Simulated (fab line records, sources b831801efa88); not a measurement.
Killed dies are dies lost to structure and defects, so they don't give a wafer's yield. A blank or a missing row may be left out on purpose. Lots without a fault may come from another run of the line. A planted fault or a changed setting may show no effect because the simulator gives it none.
fab line records | flow sky130
record lots=13 wafers=39 last_day=50
route steps=708 shown METAL5@665 PAD_OPEN@708
lots that met no fault: from a run of the same line without faults
start_h: hours from the record's first day to the start of the lot's first wafer shown | wait_h: hours since the lot's step before | " the same as in the row above | L1.1+2: a row that stands for several wafers | - no value, or no start given | * or withheld: withheld | < > ~ a bound
route shown NAME@n: a module of which the file shows steps, and the number in the route of the first | usual: mean/standard deviation of fault-free wafers | same: alike in all rows | chamber/n: place in a boat | sites: the reading at each site | _std_site: their standard deviation | _edge_site: outer sites' mean less inner sites' | radius_mm: how far each site lies from the wafer's centre | mask NAME#n: copy n | behind: the tool/chamber that last shaped the wafer | hold: why the lot was held/for how many hours/how that ended | device: the transistor (n, p or np) that didn't switch | end of line: the same wafers' tests at the end of the route | a step without rows: its recipe alone | killed: dies lost to structure and defects at the first sort, not the wafer's yield | map: a wafer's dies, x killed, . not, _ none there
set.NAME: the setting as run; set.NAME@STEP: as run at that earlier step | model.NAME: the simulator's own value behind a step, which no gauge read
steps of the route over a sample of lots; a table a step, a row a wafer
services: from which hour (start_h, from the record's first day; less than 0 if before it) a tool's chamber was out of use, for how many hours, and why
## steps
# step SKY_METAL5_SPUTTER_04
# recipe material=TiN target_thk_nm=70 power_w=6500 time_s=58.3 chamber_pressure_pa=0.4
# usual throttle_valve_pct=30.2/1.1
# columns lot.wafer tool chamber start_h wait_h throttle_valve_pct
L336.1 pvd_sputter-03 - 995.78 0.0 30.0
L336.4 " - " " 31.3
L336.6 " - " " 30.0
L337.1 pvd_sputter-01 - 1009.38 0.0 31.6
L337.3 " - " " 29.4
L337.4 " - " " 30.8
L338.2 pvd_sputter-02 - 1022.77 0.0 32.8
L338.5 " - " " 32.6
L338.6 " - " " 29.7
L340.1 pvd_sputter-03 - 1033.98 0.0 28.9
L340.3 " - " " 29.9
L340.5 " - " " 29.3
L339.1 pvd_sputter-01 - 1034.71 0.0 30.7
L339.3 " - " " 30.6
L339.6 " - " " 30.5
L341.2 pvd_sputter-01 - 1036.31 0.0 29.6
L341.3 " - " " 30.4
L341.4 " - " " 30.4
L343.2 pvd_sputter-01 - 1052.22 0.0 31.3
L343.4 " - " " 29.7
L343.5 " - " " 29.4
L344.2 pvd_sputter-01 - 1057.38 0.0 31.4
L344.4 " - " " 30.9
L344.6 " - " " 30.5
L345.3 pvd_sputter-01 - 1064.53 0.0 30.8
L345.5 " - " " 30.6
L345.6 " - " " 29.5
L348.2 pvd_sputter-01 - 1089.10 0.0 31.0
L348.3 " - " " 31.7
L348.5 " - " " 30.6
L350.2 pvd_sputter-01 - 1094.71 0.0 30.7
L350.3 " - " " 29.2
L350.4 " - " " 31.0
L351.2 pvd_sputter-01 - 1095.31 0.0 30.1
L351.3 " - " " 29.2
L351.6 " - " " 30.6
L358.1 pvd_sputter-02 - 1146.66 0.0 29.8
L358.2 " - " " 29.0
L358.4 " - " " 27.5
# step SKY_METAL5_RS_MEAS_05
# recipe thk_meas_gauge=four-point-probe reads=TiN_of_METAL5_SPUTTER_04+Ti_of_METAL5_SPUTTER_03+AlCu_of_METAL5_SPUTTER_02+TiN_of_METAL5_SPUTTER_01+Ti_of_METAL5_SPUTTER_00
# usual METAL5_ALCU_RS=0.02701/0.00027
# columns lot.wafer tool chamber start_h wait_h hold METAL5_ALCU_RS[ohm/sq]
L336.1 film_metro-02 - 995.83 0.0 - 0.02758
L336.4 " - " " - 0.02765
L336.6 " - " " - 0.02753
L337.1 film_metro-03 - 1009.43 0.0 - 0.02688
L337.3 " - " " - 0.02652
L337.4 " - " " - 0.02648
L338.2 film_metro-01 - 1022.84 0.0 - 0.02745
L338.5 " - " " - 0.02741
L338.6 " - " " - 0.02719
L340.1 film_metro-01 - 1034.03 0.0 - 0.02694
L340.3 " - " " - 0.02713
L340.5 " - " " - 0.02694
L339.1 film_metro-02 - 1034.76 0.0 - 0.02683
L339.3 " - " " - 0.02666
L339.6 " - " " - 0.02654
L341.2 film_metro-02 - 1036.38 0.0 - 0.02686
L341.3 " - " " - 0.02658
L341.4 " - " " - 0.02658
L343.2 film_metro-03 - 1052.29 0.0 - 0.02719
L343.4 " - " " - 0.02691
L343.5 " - " " - 0.02709
L344.2 film_metro-03 - 1057.45 0.0 - 0.02684
L344.4 " - " " - 0.0268
L344.6 " - " " - 0.02681
L345.3 film_metro-03 - 1064.62 0.1 - 0.02719
L345.5 " - " " - 0.02717
L345.6 " - " " - 0.0269
L348.2 film_metro-02 - 1089.17 0.0 await_dispo/0.2h/release 0.02729
L348.3 " - " " await_dispo/0.2h/release 0.02746
L348.5 " - " " await_dispo/0.2h/release 0.02709
L348.2 film_metro-02 - 1089.46 0.3 - 0.02724
L348.3 " - " " - 0.02744
L348.5 " - " " - 0.02707
L350.2 film_metro-02 - 1094.78 0.0 await_dispo/0.2h/release 0.02712
L350.3 " - " " await_dispo/0.2h/release 0.02719
L350.4 " - " " await_dispo/0.2h/release 0.02702
L350.2 film_metro-02 - 1095.06 0.3 - 0.02716
L350.3 " - " " - 0.02717
L350.4 " - " " - 0.02701
L351.2 film_metro-03 - 1095.38 0.0 await_dispo/0.2h/release 0.0268
L351.3 " - " " await_dispo/0.2h/release 0.02685
L351.6 " - " " await_dispo/0.2h/release 0.02682
L351.2 film_metro-03 - 1095.66 0.3 - 0.02674
L351.3 " - " " - 0.02685
L351.6 " - " " - 0.0268
L358.1 film_metro-02 - 1146.71 0.0 - 0.02736
L358.2 " - " " - 0.02768
L358.4 " - " " - 0.02734
# step SKY_METAL5_THK_MEAS_06
# recipe thk_meas_gauge=xrf reads=AlCu_of_METAL5_SPUTTER_02
# usual METAL5_ALCU_THK=1166/13
# columns lot.wafer tool chamber start_h wait_h hold METAL5_ALCU_THK[nm]
L336.1 film_metro-02 - 995.95 0.1 - 1143
L336.4 " - " " - 1136
L336.6 " - " " - 1149
L337.1 film_metro-03 - 1009.55 0.1 - 1162
L337.3 " - " " - 1176
L337.4 " - " " - 1177
L338.2 film_metro-01 - 1022.95 0.1 - 1154
L338.5 " - " " - 1159
L338.6 " - " " - 1172
L340.1 film_metro-01 - 1034.15 0.1 - 1181
L340.3 " - " " - 1172
L340.5 " - " " - 1174
L339.1 film_metro-02 - 1034.88 0.1 - 1176
L339.3 " - " " - 1184
L339.6 " - " " - 1185
L341.2 film_metro-02 - 1036.49 0.1 - 1183
L341.3 " - " " - 1190
L341.4 " - " " - 1191
L343.2 film_metro-03 - 1052.40 0.1 - 1148
L343.4 " - " " - 1167
L343.5 " - " " - 1162
L344.2 film_metro-03 - 1057.56 0.1 - 1161
L344.4 " - " " - 1168
L344.6 " - " " - 1172
L345.3 film_metro-03 - 1064.72 0.1 - 1145
L345.5 " - " " - 1145
L345.6 " - " " - 1162
L348.2 film_metro-02 - 1092.23 2.8 await_dispo/0.2h/release 1018
L348.3 " - " " await_dispo/0.2h/release 1006
L348.5 " - " " await_dispo/0.2h/release 1027
L348.2 film_metro-02 - 1092.46 0.2 - 1021
L348.3 " - " " - 1013
L348.5 " - " " - 1026
L350.2 film_metro-02 - 1097.88 2.8 await_dispo/0.2h/release 1027
L350.3 " - " " await_dispo/0.2h/release 1022
L350.4 " - " " await_dispo/0.2h/release 1029
L350.2 film_metro-02 - 1098.14 0.2 - 1026
L350.3 " - " " - 1025
L350.4 " - " " - 1030
L351.2 film_metro-03 - 1098.38 2.7 await_dispo/0.2h/release 1030
L351.3 " - " " await_dispo/0.2h/release 1019
L351.6 " - " " await_dispo/0.2h/release 1034
L351.2 film_metro-03 - 1098.61 0.2 - 1027
L351.3 " - " " - 1023
L351.6 " - " " - 1023
L358.1 film_metro-02 - 1146.83 0.1 - 1152
L358.2 " - " " - 1136
L358.4 " - " " - 1152
# step SKY_PAD_OPEN_PROBE_99
# usual defect_limited_yield=82.4/1.9 killed_at_M0_to_M3=44/7.2 killed_at_M4_up=3.4/2.1 killed_at_contacts=24/5.5 killed_at_front_end=15/4.6 killed_at_other=0.4/0.64 killed_dies=86/9.1 killed_open=47/7.5 killed_short=39/5.8 sort_bin_3_pad_short=0.9/0.41 sort_bin_5_function=10.4/1.5 sort_bin_6_memory=6.3/1.2 sort_n_pass=406/9.1 sort_yield_pct=82.4/1.9
# same gross_dies=492 killed_at_back_side=0 sort_bin_4_leakage[%]=0 sort_bin_8_speed[%]=0
# columns lot.wafer tool chamber start_h wait_h hold defect_limited_yield[%] killed_at_M0_to_M3 killed_at_M4_up killed_at_contacts killed_at_front_end killed_at_other killed_dies killed_open killed_short sort_bin_3_pad_short[%] sort_bin_5_function[%] sort_bin_6_memory[%] sort_n_pass sort_yield_pct[%]
L348.2 prober-02 - 1150.86 0.1 await_dispo/7.4h/release 79.7 41 2 23 20 14 100 47 39 0.8 13.8 5.7 392 79.7
L348.3 prober-02 - 1150.91 0.2 await_dispo/7.4h/release 75.4 48 3 20 16 34 121 56 31 0.6 16.9 7.1 371 75.4
L348.5 prober-02 - 1151.01 0.2 await_dispo/7.4h/release 79.3 53 1 20 15 13 102 58 31 0.4 12.8 7.5 390 79.3
L351.2 prober-01 - 1155.66 0.1 - 84.6 36 4 21 14 1 76 41 35 0.4 11.4 3.7 416 84.6
L351.3 prober-01 - 1155.71 0.2 - 85.4 37 2 20 13 0 72 36 36 0.8 10.0 3.9 420 85.4
L351.6 prober-01 - 1155.86 0.2 - 81.7 32 7 21 30 0 90 47 43 0.6 9.6 8.1 402 81.7
L350.2 prober-02 - 1157.16 0.1 - 85.4 38 2 21 11 0 72 35 37 0.8 8.5 5.3 420 85.4
L350.3 prober-02 - 1157.21 0.2 - 75.4 54 7 24 20 16 121 53 53 1.2 14.8 8.5 371 75.4
L350.4 prober-02 - 1157.26 0.2 - 81.1 48 6 24 9 6 93 57 30 0.8 12.4 5.7 399 81.1
L358.1 prober-01 - 1199.51 0.1 - 83.1 46 4 20 13 0 83 48 35 0.8 8.7 7.3 409 83.1
L358.2 prober-01 - 1199.56 0.1 - 81.7 33 1 35 20 1 90 40 49 0.2 10.8 7.3 402 81.7
L358.4 prober-01 - 1199.66 0.2 - 82.1 46 2 26 14 0 88 45 42 0.8 12.0 5.1 404 82.1
# killed by level:class
L348.2 PASSIVATION:area_etch=14 CONTACT:geometric_particle:open=11 VIA1:geometric_particle:open=9 VIA3:geometric_particle:open=8 FIELD_ISO:geometric_particle:short=7 FIELD_ISO:geometric_particle:open=5 METAL1:geometric_particle:short=5 POLY_GATE:geometric_particle:open=4
L348.3 PAD_OPEN:area_etch=34 VIA1:geometric_particle:open=15 VIA2:geometric_particle:open=9 POLY_GATE:geometric_particle:open=6 LOCAL_INTERCONNECT:geometric_particle:short=6 CONTACT:geometric_particle:open=6 METAL2:geometric_particle:short=6 VIA1:geometric_particle:short=4
L348.5 VIA1:geometric_particle:open=14 PASSIVATION:area_etch=13 VIA2:geometric_particle:open=11 CONTACT:geometric_particle:open=7 VIA3:geometric_particle:open=7 LI_CONTACT:geometric_particle:open=6 VIA1:geometric_particle:short=6 FIELD_ISO:geometric_particle:open=5
L351.2 CONTACT:geometric_particle:open=9 VIA3:geometric_particle:short=6 POLY_GATE:geometric_particle:open=5 CONTACT:geometric_particle:short=5 VIA3:geometric_particle:open=5 VIA1:geometric_particle:short=4 METAL2:geometric_particle:short=4 METAL1:geometric_particle:short=3
L351.3 METAL1:geometric_particle:short=9 VIA1:geometric_particle:open=8 LI_CONTACT:geometric_particle:open=7 CONTACT:geometric_particle:open=6 VIA1:geometric_particle:short=5 POLY_GATE:geometric_particle:short=4 VIA2:geometric_particle:open=4 POLY_GATE:geometric_particle:open=3
L351.6 VIA1:geometric_particle:open=9 LI_CONTACT:geometric_particle:open=7 CONTACT:geometric_particle:short=7 CONTACT:geometric_particle:open=7 FIELD_ISO:geometric_particle:open=6 FIELD_ISO:geometric_particle:short=6 POLY_GATE:geometric_particle:short=6 POLY_GATE:geometric_particle:open=5
L350.2 VIA1:geometric_particle:open=9 LI_CONTACT:geometric_particle:open=7 VIA1:geometric_particle:short=6 CONTACT:geometric_particle:short=5 CONTACT:geometric_particle:open=5 VIA2:geometric_particle:open=5 FIELD_ISO:geometric_particle:short=4 METAL2:geometric_particle:short=4
L350.3 PAD_OPEN:area_etch=15 VIA2:geometric_particle:open=11 VIA1:geometric_particle:open=9 CONTACT:geometric_particle:open=9 METAL3:geometric_particle:short=7 FIELD_ISO:geometric_particle:short=6 LI_CONTACT:geometric_particle:open=6 METAL4:geometric_particle:short=6
L350.4 CONTACT:geometric_particle:open=11 VIA1:geometric_particle:open=10 VIA3:geometric_particle:open=10 PAD_OPEN:area_etch=6 LI_CONTACT:geometric_particle:open=5 VIA2:geometric_particle:open=5 VIA3:geometric_particle:short=5 VIA1:geometric_particle:short=4
L358.1 VIA1:geometric_particle:open=11 CONTACT:geometric_particle:open=9 VIA3:geometric_particle:open=7 VIA2:geometric_particle:open=5 LI_CONTACT:geometric_particle:short=5 VIA1:geometric_particle:short=5 FIELD_ISO:geometric_particle:open=4 FIELD_ISO:geometric_particle:short=4
L358.2 CONTACT:geometric_particle:open=10 FIELD_ISO:geometric_particle:short=7 LI_CONTACT:geometric_particle:open=7 VIA1:geometric_particle:short=7 LOCAL_INTERCONNECT:geometric_particle:short=6 CONTACT:geometric_particle:short=6 FIELD_ISO:geometric_particle:open=5 METAL1:geometric_particle:short=5
L358.4 CONTACT:geometric_particle:open=10 VIA1:geometric_particle:open=10 LI_CONTACT:geometric_particle:open=8 VIA2:geometric_particle:open=8 VIA1:geometric_particle:short=7 FIELD_ISO:geometric_particle:short=6 METAL3:geometric_particle:short=5 LI_CONTACT:geometric_particle:short=4
## services
# columns tool chamber start_h hours kind
pvd_sputter-03 - 993.38 1.1 repair
pvd_sputter-01 3 1020.07 - consumable_replace:kit
pvd_sputter-01 3 1020.07 18.0 scheduled_down
pvd_sputter-01 3 1020.07 18.0 vent_cycle
pvd_sputter-03 2 1033.07 - consumable_replace:kit
pvd_sputter-03 2 1033.07 18.0 scheduled_down
pvd_sputter-03 2 1033.07 18.0 vent_cycle
pvd_sputter-02 - 1040.09 6.7 repair
pvd_sputter-02 1 1049.75 - consumable_replace:kit
pvd_sputter-02 1 1049.75 18.0 scheduled_down
pvd_sputter-02 1 1049.75 18.0 vent_cycle
pvd_sputter-01 - 1057.55 4.7 repair
pvd_sputter-03 - 1062.36 4.0 repair
pvd_sputter-02 - 1065.08 11.5 repair
pvd_sputter-02 - 1092.16 3.4 repair
pvd_sputter-01 2 1101.66 - consumable_replace:kit
pvd_sputter-01 2 1101.66 18.0 scheduled_down
pvd_sputter-01 2 1101.66 18.0 vent_cycle
## key
first_sign step=SKY_METAL5_RS_MEAS_05 reading=visit direction=added
effect step=SKY_METAL5_THK_MEAS_06 reading=visit direction=added
effect step=SKY_METAL5_THK_MEAS_06 reading=METAL5_ALCU_THK direction=down sigmas=11 usual=1166 struck=1023
effect step=SKY_PAD_OPEN_PROBE_99 reading=killed_at_other direction=up sigmas=9 usual=0.4 struck=9.3 wafers_moved=5
met_at SKY_METAL5_SPUTTER_04
struck_lots L348,L350,L351
onset_between 1064.53 1089.10
fault kind=process_parameter_drift tool=pvd_sputter-01 chamber=- onset_h=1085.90 steps=SKY_METAL5_SPUTTER_04 channel=target_thk_nm offset=55.146 shape=step end_h=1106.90 acts_in=these_recipes_only stated=70
